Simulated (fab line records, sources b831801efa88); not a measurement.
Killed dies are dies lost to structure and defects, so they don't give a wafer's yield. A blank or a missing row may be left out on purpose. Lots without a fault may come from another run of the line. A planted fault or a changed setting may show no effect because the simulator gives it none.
Which tool did it? | flow sky130 | 7 lots, 21 wafers sampled, at 4 steps of a route of 708

WHAT THE GAUGES READ, wafer by wafer
SKY_POLY_GATE_THK_MEAS_01.
lot  | measured     | on            | POLY_GATE_CVD_00_THK (nm)
L505 | day 14 01:10 | film_metro-04 | 179.4 180.4 180.2
L510 | day 15 19:53 | film_metro-04 | 178.8 178.9 180.1
L512 | day 16 17:47 | film_metro-01 | 178.7 179.4 177.7
L514 | day 17 07:04 | film_metro-02 | 180.0 180.3 179.7
L516 | day 17 20:26 | film_metro-01 | 179.8 179.1 179.2
L518 | day 18 17:49 | film_metro-01 | 179.5 178.9 178.9
L520 | day 19 21:53 | film_metro-04 | 233.9 234.5 234.9 233.9 234.6 235.0

WHICH TOOL RAN EACH LOT (tool, then ch and the chambers of the sampled wafers, then the start)
lot  | SKY_FIELD_ISO_STRIP_16              | SKY_VT_ADJUST_LVTN_STRIP_09          | SKY_POLY_GATE_CVD_00
L505 | plasma_asher-01 ch 0,1, day 2 10:43 | plasma_asher-02 ch 0,1, day 7 00:56  | lpcvd-01 ch 1, day 13 23:58
L510 | plasma_asher-03 ch 0,1, day 3 05:13 | plasma_asher-04 ch 0,1, day 8 00:32  | lpcvd-01 ch 1, day 15 18:40
L512 | plasma_asher-02 ch 0,1, day 3 20:01 | plasma_asher-02 ch 0,1, day 8 20:44  | lpcvd-01 ch 0, day 16 16:35
L514 | plasma_asher-03 ch 0,1, day 4 06:55 | plasma_asher-04 ch 0,1, day 9 09:46  | lpcvd-01 ch 0, day 17 05:50
L516 | plasma_asher-01 ch 1, day 4 15:52   | plasma_asher-01 ch 0,1, day 9 22:14  | lpcvd-01 ch 1, day 17 19:14
L518 | plasma_asher-02 ch 0, day 5 03:52   | plasma_asher-01 ch 0,1, day 10 15:26 | lpcvd-01 ch 0, day 18 16:36
L520 | plasma_asher-02 ch 0,1, day 5 14:52 | plasma_asher-04 ch 0,1, day 11 05:02 | lpcvd-01 ch 1, day 19 20:41
- SKY_FIELD_ISO_STRIP_16: strips in O2/N2.
- SKY_VT_ADJUST_LVTN_STRIP_09: strips in O2/N2.
- SKY_POLY_GATE_CVD_00: deposits poly-Si, target thk 180 nm, time 720 s.

THE ANSWER, worked out from the rows above alone
Rule: what is usual is taken from the lots themselves. Put in order of their means at a reading, lots are off if they are a third of the lots or fewer, leave a main group of 4 or more, and stand apart from it by a gap of 3 or more times the standard deviation of the main group's means; of several such gaps the widest counts. A main group whose means are all the same, to the digits that the tables above print for the reading, isn't used. A lot without any number at a reading at which 4 lots or more have one is off too. The other lots that the step has rows for count as sound.
Off: L520, at SKY_POLY_GATE_THK_MEAS_01 (POLY_GATE_CVD_00_THK). The main group: mean 179.4 nm, standard deviation 0.49.
A tool fits if, at a process step before that reading, it ran every lot that is off, and no sound lot after the first of them. The gauges at SKY_POLY_GATE_THK_MEAS_01 are tried like those tools. Can't be told from this: 4 tools fit, plasma_asher-02 at SKY_FIELD_ISO_STRIP_16, plasma_asher-04 at SKY_VT_ADJUST_LVTN_STRIP_09, lpcvd-01 at SKY_POLY_GATE_CVD_00, film_metro-04 at SKY_POLY_GATE_THK_MEAS_01.

WHAT THE SIMULATOR HAD PUT IN
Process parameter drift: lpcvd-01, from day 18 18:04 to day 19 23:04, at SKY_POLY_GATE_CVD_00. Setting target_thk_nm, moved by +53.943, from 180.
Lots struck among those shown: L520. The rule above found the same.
